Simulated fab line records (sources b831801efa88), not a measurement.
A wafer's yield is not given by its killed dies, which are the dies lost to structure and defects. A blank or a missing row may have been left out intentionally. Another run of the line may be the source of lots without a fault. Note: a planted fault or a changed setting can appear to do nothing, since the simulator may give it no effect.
Which tool is to blame? | flow sky130 | 12 lots, 36 wafers sampled, at 5 steps of a route of 708

WHAT EACH GAUGE READ, for each wafer
SKY_NWELL_TW_MEAS_26. Usual: NWELL_2_TW gives 501.2 (standard deviation 2.6).
lot  | measured     | on           | NWELL_2_TW        | flag
L471 | day 5 08:55  | filmMetro-02 | 501.0 498.8 498.2 | 
L472 | day 5 13:32  | filmMetro-02 | 500.4 503.0 500.2 | 
L473 | day 5 23:52  | filmMetro-02 | 499.8 499.1 499.7 | 
L477 | day 6 19:50  | filmMetro-04 | 503.9 499.3 501.9 | 
L478 | day 7 07:35  | filmMetro-01 | 499.8 497.4 499.1 | 
L481 | day 8 00:41  | filmMetro-04 | 503.2 504.3 503.1 | 
L482 | day 8 03:29  | filmMetro-04 | 504.0 502.2 502.2 | 
L488 | day 9 14:50  | filmMetro-02 | 495.9 499.4 499.9 | 
L489 | day 9 18:19  | filmMetro-04 | 464.6 463.2 461.5 | OFF
L490 | day 10 01:22 | filmMetro-01 | 463.6 461.2 462.1 | OFF
L493 | day 11 01:02 | filmMetro-01 | 503.2 497.0 498.2 | 
L494 | day 11 03:37 | filmMetro-01 | 498.8 498.1 498.8 | 

SKY_NWELL_RS_MEAS_31: a four-point-probe measurement. Usual: PWDE_RS gives 5279 ohm/sq (standard deviation 20).
lot  | measured     | on           | PWDE_RS (ohm/sq) | flag
L471 | day 5 09:22  | filmMetro-04 | 5273 5280 5276   | 
L472 | day 5 14:00  | filmMetro-04 | 5289 5302 5297   | 
L473 | day 6 00:19  | filmMetro-04 | 5289 5289 5296   | 
L477 | day 6 20:19  | filmMetro-01 | 5288 5295 5292   | 
L478 | day 7 08:04  | filmMetro-04 | 5298 5310 5295   | 
L481 | day 8 01:10  | filmMetro-02 | 5284 5286 5292   | 
L482 | day 8 03:58  | filmMetro-01 | 5250 5273 5259   | 
L488 | day 9 15:17  | filmMetro-01 | 5301 5264 5275   | 
L489 | day 9 18:47  | filmMetro-04 | 5240 5255 5241   | 
L490 | day 10 01:49 | filmMetro-04 | 5277 5281 5272   | 
L493 | day 11 01:29 | filmMetro-02 | 5287 5290 5273   | 
L494 | day 11 04:04 | filmMetro-04 | 5249 5262 5283   | 

WHAT TOOL EACH LOT RAN ON (gives the tool, then ch and the chambers of the sampled wafers, and finally the start)
lot  | SKY_DNWELL_STRIP_08                | SKY_NWELL_IMPLANT_24            | SKY_NWELL_RTA_28
L471 | plasmaAsher-02 ch 0,1, day 3 04:26 | implanter-03 ch 0, day 5 08:40  | rtpAnneal-01 ch 0, day 5 09:01
L472 | plasmaAsher-02 ch 0,1, day 3 08:32 | implanter-04 ch 0, day 5 13:18  | rtpAnneal-02 ch 0, day 5 13:40
L473 | plasmaAsher-01 ch 0,1, day 3 17:47 | implanter-04 ch 0, day 5 23:37  | rtpAnneal-02 ch 0, day 5 23:59
L477 | plasmaAsher-01 ch 0,1, day 4 11:25 | implanter-04 ch 0, day 6 19:37  | rtpAnneal-02 ch 0, day 6 19:58
L478 | plasmaAsher-01 ch 0,1, day 4 22:31 | implanter-04 ch 0, day 7 07:22  | rtpAnneal-01 ch 0, day 7 07:43
L481 | plasmaAsher-03 ch 0,1, day 5 14:20 | implanter-04 ch 0, day 8 00:28  | rtpAnneal-01 ch 0, day 8 00:49
L482 | plasmaAsher-03 ch 0,1, day 5 16:34 | implanter-04 ch 0, day 8 03:16  | rtpAnneal-02 ch 0, day 8 03:37
L488 | plasmaAsher-03 ch 0,1, day 6 23:17 | implanter-03 ch 0, day 9 14:35  | rtpAnneal-02 ch 0, day 9 14:56
L489 | plasmaAsher-02 ch 0,1, day 7 04:25 | implanter-04 ch 0, day 9 18:07  | rtpAnneal-02 ch 0, day 9 18:26
L490 | plasmaAsher-01 ch 0,1, day 7 09:02 | implanter-04 ch 0, day 10 01:07 | rtpAnneal-01 ch 0, day 10 01:28
L493 | plasmaAsher-01 ch 0, day 8 08:32   | implanter-03 ch 0, day 11 00:47 | rtpAnneal-01 ch 0, day 11 01:08
L494 | plasmaAsher-01 ch 0,1, day 8 11:56 | implanter-01 ch 0, day 11 03:22 | rtpAnneal-02 ch 0, day 11 03:43
- SKY_DNWELL_STRIP_08: strips in O2/N2.
- SKY_NWELL_IMPLANT_24
- SKY_NWELL_RTA_28: time 30 s.

AS READ BY THE TOOLS THEMSELVES (means over the sampled wafers that have a number; for cases with no such wafer, the mark the record gives instead)
SKY_DNWELL_STRIP_08. Usual: drypumpMotorCurrentA 5.8 A, standard deviation 0.35; o2FlowSccm 3000 sccm, standard deviation 8.4; oesProductAu 0.722 a.u., standard deviation 0.0038; stripTimeToEndpointS 36.89 s, standard deviation 0.12.
lot  | tool           | drypumpMotorCurrentA (A) | o2FlowSccm (sccm) | oesProductAu (a.u.) | stripTimeToEndpointS (s) | flag
L471 | plasmaAsher-02 | 5.7                      | 2983              | 0.726               | 36.79                    | 
L472 | plasmaAsher-02 | 5.8                      | 3007              | 0.721               | 36.80                    | 
L473 | plasmaAsher-01 | 5.7                      | 2996              | 0.724               | 36.93                    | 
L477 | plasmaAsher-01 | 5.9                      | 2997              | 0.723               | 36.80                    | 
L478 | plasmaAsher-01 | 5.7                      | 2996              | 0.722               | 37.05                    | 
L481 | plasmaAsher-03 | 5.6                      | 2996              | 0.723               | 37.04                    | 
L482 | plasmaAsher-03 | 5.6                      | 2997              | 0.723               | 36.85                    | 
L488 | plasmaAsher-03 | 5.9                      | 2999              | 0.722               | 36.86                    | 
L489 | plasmaAsher-02 | 5.8                      | 2997              | 0.722               | 36.90                    | 
L490 | plasmaAsher-01 | 5.7                      | 3001              | 0.720               | 36.82                    | 
L493 | plasmaAsher-01 | 5.5                      | 3005              | 0.722               | 37.02                    | 
L494 | plasmaAsher-01 | 5.9                      | 3011              | 0.724               | 37.01                    | 

SKY_NWELL_RTA_28. Usual: lampPowerPct 25.30 %, standard deviation 0.054; rampDownCPerS 90.000, standard deviation 0.019; wafer_temp_C_max 1054.9, standard deviation 0.92.
lot  | tool         | lampPowerPct (%) | rampDownCPerS | wafer_temp_C_max | flag
L471 | rtpAnneal-01 | 25.32            | 90.008        | 1054.0           | 
L472 | rtpAnneal-02 | 25.35            | 90.002        | 1055.1           | 
L473 | rtpAnneal-02 | 25.32            | 89.999        | 1055.1           | 
L477 | rtpAnneal-02 | 25.36            | 90.004        | 1055.2           | 
L478 | rtpAnneal-01 | 25.34            | 89.995        | 1056.6           | 
L481 | rtpAnneal-01 | 25.34            | 89.993        | 1054.6           | 
L482 | rtpAnneal-02 | 25.28            | 89.985        | 1055.2           | 
L488 | rtpAnneal-02 | 25.33            | 89.998        | 1055.1           | 
L489 | rtpAnneal-02 | 25.35            | 90.020        | 1054.4           | 
L490 | rtpAnneal-01 | 25.36            | 89.998        | 1054.5           | 
L493 | rtpAnneal-01 | 25.33            | 89.996        | 1055.5           | 
L494 | rtpAnneal-02 | 25.28            | 90.002        | 1053.9           | 

THE ANSWER, worked out from the rows above alone
Rule: a lot counts as off when the mean over its wafers that have a number is more than 3 standard deviations away from the usual mean. A lot without any number at a reading at which 4 lots or more have one is off too. Any other lot the step has rows for is counted as sound. After the gauges, taken in route order, come the tools' own readings; for these a lot's mean is taken, as printed above. The first step at which some lot is off is used, and at that step the reading that is off furthest; a lot without a number counts as furthest.
Off: L489, L490, at SKY_NWELL_TW_MEAS_26 (NWELL_2_TW).
If a tool, at a process step before that reading, ran all the lots that are off and no sound lot after the first of them, it fits. The gauges at SKY_NWELL_TW_MEAS_26 are tried like those tools. One fits: SKY_NWELL_IMPLANT_24 on implanter-04. Its last sound lot is L482 (day 8 03:16), its first lot that is off L489 (day 9 18:07): a fault that began between those two fits.

WHAT THE SIMULATOR HAD INSERTED
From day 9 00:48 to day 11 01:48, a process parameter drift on implanter-04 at SKY_NWELL_IMPLANT_24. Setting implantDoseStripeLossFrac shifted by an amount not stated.
Shown lots that were struck: L489, L490. This agrees with what the rule above found.
